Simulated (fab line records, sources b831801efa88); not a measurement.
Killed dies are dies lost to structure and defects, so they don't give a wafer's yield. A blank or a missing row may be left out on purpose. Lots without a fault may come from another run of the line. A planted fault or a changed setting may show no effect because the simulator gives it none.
A struck lot beside a sound one | flow sfq_line | 21 steps out of a route of 325
Sound: wafers L291.1, L291.2, L291.4. Struck: wafers L304.1, L304.5, L304.6. The cause comes at the end.
At each step with rows: each side's tool, then ch and its chambers, then its first start. Under that, the readings that differ: sound wafers | struck wafers | difference of the means | sigmas: that difference in standard deviations of wafers without a fault.
alike: readings whose means differ by less than 2 such deviations, and words and numbers that are the same on both sides. not compared: withheld readings, readings that some wafer has no value for, bounds like >300 that may hide the same value, and numbers for which the record gives no deviation and whose values overlap.
The two part at a step that has a row with sigmas, a row that says differs or no value, or rows on one side only. Numbers that don't overlap but have no deviation are shown without sigmas and don't part them. A reading that every wafer of one side lacks parts them only if that side has two wafers or more.

first, 3 steps without rows for these wafers: SFQ_TRILAYER_M3_LITHO_EXPOSE_076 (exposes mask M3, target cd 500 nm); SFQ_TRILAYER_M3_LITHO_PEB_078 (peb time 60 s); SFQ_TRILAYER_M3_LITHO_DEVELOP_077 (time 60 s).
SFQ_M3_OVL_MEAS_921:
  sound on overlay-01, day 26 05:07; struck on overlay-02, day 34 04:13
  alike: M3_OVL
SFQ_TRILAYER_M3_BARC_OPEN_METAL_ETCH_100: etches BARC in O2, target depth 125 nm, time 41.7 s.
  sound on rie_metal-01 ch 0,1, day 26 05:09; struck on rie_metal-02 ch 0,1, day 34 04:15
  alike: drypump_motor_current_A, oes_product_au
  not compared: rf_hours_counter_h
SFQ_TRILAYER_M3_ETCH_METAL_ETCH_078: etches Nb in Cl2/Ar, stops on SiO2, target depth 240 nm, time 120 s.
  sound on rie_metal-01 ch 0,1, day 26 05:13; struck on rie_metal-02 ch 0,1, day 34 04:19
  alike: drypump_motor_current_A, oes_product_au
  not compared: rf_hours_counter_h
SFQ_TRILAYER_M3_STRIP_STRIP_079: strips in O2.
  sound on rie_metal-01 ch 0,1, day 26 05:20; struck on rie_metal-02 ch 0,1, day 34 04:26
  alike: drypump_motor_current_A, oes_product_au
  not compared: rf_hours_counter_h
then, 1 step without rows for these wafers: SFQ_TRILAYER_M3_STRIP_SOLV_CLEAN_080 (cleans in NMP, time 600 s).
SFQ_TRILAYER_I3_DEP_PECVD_081: deposits SiO2 from SiH4/N2O, time 111.11 s, target thk 500 nm.
  sound on pecvd-02 ch 0,1,2, day 26 06:07; struck on pecvd-02 ch 0,2, day 34 05:13
  alike: heater_power_w, susceptor_temp_C, throttle_valve_pct
then, 1 step without rows for these wafers: SFQ_TRILAYER_I3_CMP_CMP_082 (polishes SiO2).
SFQ_I3_BOW_MEAS_922:
  sound on film_metro-03, day 26 15:37; struck on film_metro-01, day 34 16:48
  alike: I3_BOW
then, 1 step without rows for these wafers: SFQ_TRILAYER_I3_METRO_MEASURE_083.
SFQ_TRILAYER_I3_VIA_LITHO_COAT_090: resist thk 62 nm.
  sound on litho_track-04 ch 0, day 26 16:56; struck on litho_track-01 ch 0, day 34 18:14
  reading                                                  | sound             | struck            | difference | sigmas
  model.BARC_of_TRILAYER_I3_VIA_LITHO_COAT_090.thk_nm (nm) | 62.13 62.18 62.09 | 64.26 64.27 64.23 | +2.12      |
  alike: spin_speed_rpm
then, 5 steps without rows for these wafers: SFQ_TRILAYER_I3_VIA_LITHO_COAT_085 (resist thk 650 nm); SFQ_TRILAYER_I3_VIA_LITHO_SOFTBAKE_089; SFQ_TRILAYER_I3_VIA_LITHO_EXPOSE_086 (exposes mask I3, target cd 500 nm); SFQ_TRILAYER_I3_VIA_LITHO_PEB_088 (peb time 60 s); SFQ_TRILAYER_I3_VIA_LITHO_DEVELOP_087 (time 60 s).
-- the record jumps here: 6 days lie between the struck wafers' starts before and after --
SFQ_I3_OVL_MEAS_923:
  sound on overlay-02, day 32 15:03; struck on overlay-01, day 41 04:37
  alike: I3_OVL
SFQ_TRILAYER_I3_VIA_BARC_OPEN_VIA_ETCH_121: etches BARC in O2, target depth 125 nm, time 41.7 s.
  sound on rie_diel-04 ch 0,1,2, day 32 15:05; struck on rie_diel-04 ch 0,2,3, day 41 04:39
  reading                  | sound             | struck            | difference | sigmas
  model.etch.depth_nm (nm) | 62.13 62.18 62.09 | 64.26 64.27 64.23 | +2.12      |
  alike: drypump_motor_current_A, oes_product_au
  not compared: rf_hours_counter_h
SFQ_TRILAYER_I3_VIA_ETCH_VIA_ETCH_088: etches SiO2 in CHF3, stops on Nb, target depth 260 nm.
  sound on rie_diel-04 ch 0,1,2, day 32 15:08; struck on rie_diel-04 ch 0,2,3, day 41 04:41
  alike: drypump_motor_current_A, oes_product_au

WHERE THEY PART
Nowhere in this record.

WHY: what the simulator had put in
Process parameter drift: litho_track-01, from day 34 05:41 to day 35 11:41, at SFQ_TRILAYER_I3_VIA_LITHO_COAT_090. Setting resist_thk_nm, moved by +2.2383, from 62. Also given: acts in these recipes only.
